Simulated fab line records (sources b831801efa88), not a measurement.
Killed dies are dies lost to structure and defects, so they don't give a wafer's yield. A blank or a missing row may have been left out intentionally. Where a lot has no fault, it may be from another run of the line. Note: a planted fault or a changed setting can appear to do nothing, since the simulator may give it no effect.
fab line records | flow sky130 | part 2 of 2: steps 30 to 39 of 39
record: lots: 5 | wafers: 15 | last-day: 50
route steps=708 shown METAL1@448 VIA1@458 METAL2@483
lots that met no fault: from a run of the same line without faults
start-h: hours from the record's first day to the start of the lot's first wafer shown | wait-h: hours from the lot's prior step to this one | " as in the row above | L1.1+2: one row covering several wafers at once | - no value, or no start given | * or withheld: withheld | < > ~ a bound
route shown NAME@n: names a module that has steps shown in the file, with the first one's number in the route | usual: average and standard deviation across the fault-free wafers | same: alike in all rows | chamber/n: place in a boat | sites: readings site by site | _std_site: standard deviation of those values | _edge_site: the outer-site mean with the inner-site mean subtracted | radius-mm: how far each site lies from the wafer's centre | mask NAME#n: copy n | behind: the tool/chamber that last shaped the wafer | hold: the reason the lot was held/the length of the hold in hours/how it ended | device: the n, p or np transistor that did not switch | end of line: tests run on the same wafers once the route is complete | step lacking rows: just its recipe | killed: dies lost to structure and defects at the first sort, not the wafer's yield | map: the dies of a wafer, with x for killed, . for not killed, _ for no die there
set.NAME: the setting as run; set.NAME@STEP: as run at that earlier step | model.NAME: the simulator's own value behind a step, which no gauge read
a table for each step, a row for each wafer; lots at some steps of the route
services: when a tool's chamber went out of use (start-h, in hours from the record's first day, below 0 if earlier), for how many hours, and the reason
== steps ==
step: SKY_VIA1_CLEAN_19
recipe: chemistry: O3/DIW | dry: n2-spin
lot.wafer  | tool         | chamber | start-h | wait-h
L075.1+3+4 | wet-bench-04 | 0       | 805.93  | 0.0
L077.1+4+6 | wet-bench-01 | 1       | 814.45  | 0.0
L085.3+4+5 | wet-bench-04 | 3       | 890.49  | 0.0
L086.1+3+4 | wet-bench-04 | 0       | 897.51  | 0.0
L097.2+4+6 | wet-bench-03 | 1       | 961.45  | 0.0
step: SKY_VIA1_SPUTTER_20
recipe: material: TiN | target-thk-nm: 20 | chamber-pressure-pa: 5 | power-w: 4000 | time-s: 80
usual: throttle-valve-pct: 29.6/0.83
lot.wafer | tool           | chamber | start-h | wait-h | throttle-valve-pct
L075.1    | pvd-sputter-02 | -       | 806.04  | 0.0    | 29.4
L075.3    | "              | -       | "       | "      | 28.9
L075.4    | "              | -       | "       | "      | 29.4
L077.1    | pvd-sputter-02 | -       | 814.54  | 0.0    | 29.8
L077.4    | "              | -       | "       | "      | 28.8
L077.6    | "              | -       | "       | "      | 28.7
L085.3    | pvd-sputter-03 | -       | 890.60  | 0.0    | 29.1
L085.4    | "              | -       | "       | "      | 29.6
L085.5    | "              | -       | "       | "      | 30.9
L086.1    | pvd-sputter-04 | -       | 897.61  | 0.0    | 31.2
L086.3    | "              | -       | "       | "      | 31.2
L086.4    | "              | -       | "       | "      | 31.3
L097.2    | pvd-sputter-04 | -       | 961.55  | 0.0    | 28.3
L097.4    | "              | -       | "       | "      | 30.8
L097.6    | "              | -       | "       | "      | 30.8
step: SKY_VIA1_CVD_21
recipe: material: W | target-thk-nm: 270 | time-s: 80.902 | temp-c: 400 | pressure-torr: 40
usual: heater-power-w: 880/55
lot.wafer | tool     | chamber | start-h | wait-h | heater-power-w
L075.1    | cvd-w-02 | 0       | 806.10  | 0.0    | 863
L075.3    | "        | 1       | "       | "      | 850
L075.4    | "        | 0       | "       | "      | 855
L077.1    | cvd-w-01 | 1       | 814.61  | 0.0    | 909
L077.4    | "        | 0       | "       | "      | 965
L077.6    | "        | 1       | "       | "      | 899
L085.3    | cvd-w-02 | 0       | 890.69  | 0.1    | 839
L085.4    | "        | 1       | "       | "      | 812
L085.5    | "        | 0       | "       | "      | 847
L086.1    | cvd-w-01 | 0       | 897.67  | 0.0    | 943
L086.3    | "        | 1       | "       | "      | 882
L086.4    | "        | 0       | "       | "      | 981
L097.2    | cvd-w-02 | 1       | 961.61  | 0.0    | 812
L097.4    | "        | 1       | "       | "      | 818
L097.6    | "        | 1       | "       | "      | 817
step: SKY_VIA1_RS_MEAS_22
recipe: thk-meas-gauge: four-point-probe | reads: W_of_VIA1_CVD_21+TiN_of_VIA1_SPUTTER_20
usual: VIA1_W_RS: 0.428/0.004
lot.wafer | tool          | chamber | start-h | wait-h | VIA1_W_RS[ohm/sq]
L075.1    | film-metro-04 | -       | 806.19  | 0.1    | 0.425
L075.3    | "             | -       | "       | "      | 0.429
L075.4    | "             | -       | "       | "      | 0.423
L077.1    | film-metro-01 | -       | 814.70  | 0.1    | 0.426
L077.4    | "             | -       | "       | "      | 0.427
L077.6    | "             | -       | "       | "      | 0.425
L085.3    | film-metro-01 | -       | 890.79  | 0.1    | 0.429
L085.4    | "             | -       | "       | "      | 0.429
L085.5    | "             | -       | "       | "      | 0.426
L086.1    | film-metro-01 | -       | 897.76  | 0.1    | 0.427
L086.3    | "             | -       | "       | "      | 0.425
L086.4    | "             | -       | "       | "      | 0.431
L097.2    | film-metro-02 | -       | 961.72  | 0.1    | 0.429
L097.4    | "             | -       | "       | "      | 0.428
L097.6    | "             | -       | "       | "      | 0.430
step: SKY_VIA1_THK_MEAS_23
recipe: thk-meas-gauge: xrf | reads: W_of_VIA1_CVD_21
usual: VIA1_W_THK: 265/3.1
lot.wafer | tool          | chamber | start-h | wait-h | VIA1_W_THK[nm]
L075.1    | film-metro-04 | -       | 806.31  | 0.1    | 270
L075.3    | "             | -       | "       | "      | 268
L075.4    | "             | -       | "       | "      | 273
L077.1    | film-metro-01 | -       | 814.82  | 0.1    | 267
L077.4    | "             | -       | "       | "      | 266
L077.6    | "             | -       | "       | "      | 267
L085.3    | film-metro-01 | -       | 890.89  | 0.1    | 263
L085.4    | "             | -       | "       | "      | 265
L085.5    | "             | -       | "       | "      | 266
L086.1    | film-metro-01 | -       | 897.88  | 0.1    | 266
L086.3    | "             | -       | "       | "      | 267
L086.4    | "             | -       | "       | "      | 264
L097.2    | film-metro-02 | -       | 961.83  | 0.1    | 263
L097.4    | "             | -       | "       | "      | 264
L097.6    | "             | -       | "       | "      | 263
step: SKY_VIA1_CMP_24
recipe: stop-on: SiO2 | t-overpolish-s: 15 | down-force-psi: 3.5 | platen-rpm: 60 | target-thk-nm: 0 | pad-velocity-m-s: 0.94248
usual: motor-current-A: 11.1/0.87 | overpolish-run-s: 15.000/0.0096 | platen-rpm: 60.00/0.04 | time-to-endpoint-s: 65/3.2
lot.wafer | tool   | chamber | start-h | wait-h | motor-current-A | overpolish-run-s | platen-rpm | time-to-endpoint-s
L075.4    | cmp-02 | 1       | 806.37  | 0.0    | 11.5            | 15.010           | 60.05      | 68
L075.3    | "      | 3       | "       | "      | 11.5            | 14.987           | 60.00      | 69
L075.1    | "      | 0       | "       | "      | 10.7            | 14.996           | 60.02      | 66
L077.4    | cmp-02 | 3       | 814.88  | 0.0    | 11.2            | 15.005           | 60.00      | 71
L077.1    | "      | 2       | "       | "      | 13.5            | 14.996           | 60.01      | 67
L077.6    | "      | 0       | "       | "      | 11.1            | 15.002           | 60.06      | 69
L085.4    | cmp-02 | 1       | 891.03  | 0.1    | 10.9            | 15.016           | 59.97      | 64
L085.3    | "      | 2       | "       | "      | 13.0            | 14.999           | 60.00      | 66
L085.5    | "      | 3       | "       | "      | 11.6            | 15.004           | 60.03      | 73
L086.1    | cmp-01 | 2       | 897.94  | 0.1    | 12.4            | 15.009           | 59.96      | 65
L086.4    | "      | 3       | "       | "      | 10.4            | 15.003           | 60.01      | 64
L086.3    | "      | 0       | "       | "      | 10.2            | 15.018           | 60.02      | 64
L097.2    | cmp-01 | 3       | 961.98  | 0.1    | 9.8             | 14.995           | 60.02      | 66
L097.4    | "      | 0       | "       | "      | 10.5            | 15.009           | 60.01      | 64
L097.6    | "      | 1       | "       | "      | 11.4            | 15.013           | 60.05      | 63
step: SKY_METAL2_SPUTTER_00
recipe: material: Ti | target-thk-nm: 15 | power-w: 3000 | time-s: 10 | chamber-pressure-pa: 0.4
usual: throttle-valve-pct: 29.6/0.55
lot.wafer | tool           | chamber | start-h | wait-h | throttle-valve-pct
L075.1    | pvd-sputter-01 | -       | 806.67  | 0.1    | 29.5
L075.3    | "              | -       | "       | "      | 30.0
L075.4    | "              | -       | "       | "      | 30.0
L077.1    | pvd-sputter-03 | -       | 815.18  | 0.1    | 29.0
L077.4    | "              | -       | "       | "      | 30.5
L077.6    | "              | -       | "       | "      | 29.3
L085.3    | pvd-sputter-01 | -       | 891.23  | 0.1    | 29.0
L085.4    | "              | -       | "       | "      | 29.9
L085.5    | "              | -       | "       | "      | 29.6
L086.1    | pvd-sputter-03 | -       | 898.24  | 0.2    | 30.0
L086.3    | "              | -       | "       | "      | 29.2
L086.4    | "              | -       | "       | "      | 28.9
L097.2    | pvd-sputter-01 | -       | 962.18  | 0.1    | 30.1
L097.4    | "              | -       | "       | "      | 29.6
L097.6    | "              | -       | "       | "      | 30.1
step: SKY_METAL2_SPUTTER_01
recipe: material: TiN | target-thk-nm: 20 | power-w: 6500 | time-s: 16.7 | chamber-pressure-pa: 0.4
usual: throttle-valve-pct: 29.7/0.54
lot.wafer | tool           | chamber | start-h | wait-h | throttle-valve-pct
L075.1    | pvd-sputter-01 | -       | 806.69  | 0.0    | 29.6
L075.3    | "              | -       | "       | "      | 30.1
L075.4    | "              | -       | "       | "      | 30.4
L077.1    | pvd-sputter-03 | -       | 815.20  | 0.0    | 28.9
L077.4    | "              | -       | "       | "      | 30.7
L077.6    | "              | -       | "       | "      | 29.3
L085.3    | pvd-sputter-01 | -       | 891.26  | 0.0    | 29.0
L085.4    | "              | -       | "       | "      | 29.9
L085.5    | "              | -       | "       | "      | 29.6
L086.1    | pvd-sputter-03 | -       | 898.26  | 0.0    | 30.0
L086.3    | "              | -       | "       | "      | 29.3
L086.4    | "              | -       | "       | "      | 29.2
L097.2    | pvd-sputter-01 | -       | 962.20  | 0.0    | 30.0
L097.4    | "              | -       | "       | "      | 29.7
L097.6    | "              | -       | "       | "      | 30.1
step: SKY_METAL2_SPUTTER_02
recipe: material: AlCu | target-thk-nm: 250 | power-w: 10600 | time-s: 13.3 | chamber-pressure-pa: 0.4
usual: throttle-valve-pct: 29.6/0.55
lot.wafer | tool           | chamber | start-h | wait-h | throttle-valve-pct
L075.1    | pvd-sputter-01 | -       | 806.72  | 0.0    | 29.4
L075.3    | "              | -       | "       | "      | 30.1
L075.4    | "              | -       | "       | "      | 30.0
L077.1    | pvd-sputter-03 | -       | 815.23  | 0.0    | 29.3
L077.4    | "              | -       | "       | "      | 30.8
L077.6    | "              | -       | "       | "      | 29.4
L085.3    | pvd-sputter-01 | -       | 891.28  | 0.0    | 29.0
L085.4    | "              | -       | "       | "      | 30.1
L085.5    | "              | -       | "       | "      | 29.7
L086.1    | pvd-sputter-03 | -       | 898.29  | 0.0    | 29.7
L086.3    | "              | -       | "       | "      | 29.3
L086.4    | "              | -       | "       | "      | 28.9
L097.2    | pvd-sputter-01 | -       | 962.23  | 0.0    | 30.3
L097.4    | "              | -       | "       | "      | 29.7
L097.6    | "              | -       | "       | "      | 30.1
step: SKY_METAL2_SPUTTER_03
recipe: material: Ti | target-thk-nm: 5 | power-w: 3000 | time-s: 3.3 | chamber-pressure-pa: 0.4
usual: throttle-valve-pct: 29.7/0.54
lot.wafer | tool           | chamber | start-h | wait-h | throttle-valve-pct
L075.1    | pvd-sputter-01 | -       | 806.74  | 0.0    | 29.7
L075.3    | "              | -       | "       | "      | 30.1
L075.4    | "              | -       | "       | "      | 30.0
L077.1    | pvd-sputter-03 | -       | 815.25  | 0.0    | 29.1
L077.4    | "              | -       | "       | "      | 30.9
L077.6    | "              | -       | "       | "      | 29.3
L085.3    | pvd-sputter-01 | -       | 891.31  | 0.0    | 29.1
L085.4    | "              | -       | "       | "      | 29.7
L085.5    | "              | -       | "       | "      | 29.7
L086.1    | pvd-sputter-03 | -       | 898.31  | 0.0    | 29.6
L086.3    | "              | -       | "       | "      | 29.2
L086.4    | "              | -       | "       | "      | 28.9
L097.2    | pvd-sputter-01 | -       | 962.25  | 0.0    | 30.2
L097.4    | "              | -       | "       | "      | 29.6
L097.6    | "              | -       | "       | "      | 29.7
== services ==
tool            | chamber | start-h | hours | kind
wet-bench-04    | -       | 754.04  | 4.8   | repair
wet-bench-01    | -       | 757.12  | 48.4  | repair
hdpcvd-01       | 0       | 776.69  | 12.2  | repair
plasma-asher-03 | -       | 778.02  | 0.7   | repair
wet-bench-03    | -       | 783.22  | 1.3   | repair
rie-diel-03     | 0       | 796.27  | 11.3  | repair
rie-metal-02    | 1       | 800.17  | 1.5   | repair
rie-diel-03     | 2       | 805.27  | 36.2  | repair
cmp-01          | -       | 818.78  | 0.4   | repair
rie-metal-02    | -       | 833.35  | 2.8   | pm
rie-diel-01     | -       | 834.08  | 14.6  | pm
hdpcvd-01       | 0       | 844.33  | 7.4   | repair
pvd-sputter-03  | -       | 848.06  | 4.5   | repair
cmp-01          | -       | 850.89  | 0.9   | repair
pvd-sputter-03  | -       | 868.07  | 4.1   | repair
wet-bench-04    | -       | 900.49  | 4.4   | pm
cmp-01          | -       | 912.27  | 4.0   | pm
cmp-01          | -       | 916.27  | 3.3   | pm
rie-metal-02    | -       | 921.47  | 15.6  | pm
rie-metal-02    | -       | 938.23  | 0.4   | repair
rie-metal-02    | -       | 938.30  | 1.4   | repair
rie-metal-02    | -       | 946.98  | 1.5   | repair
wet-bench-01    | -       | 953.65  | 1.9   | pm
rie-metal-02    | -       | 955.29  | 0.6   | repair
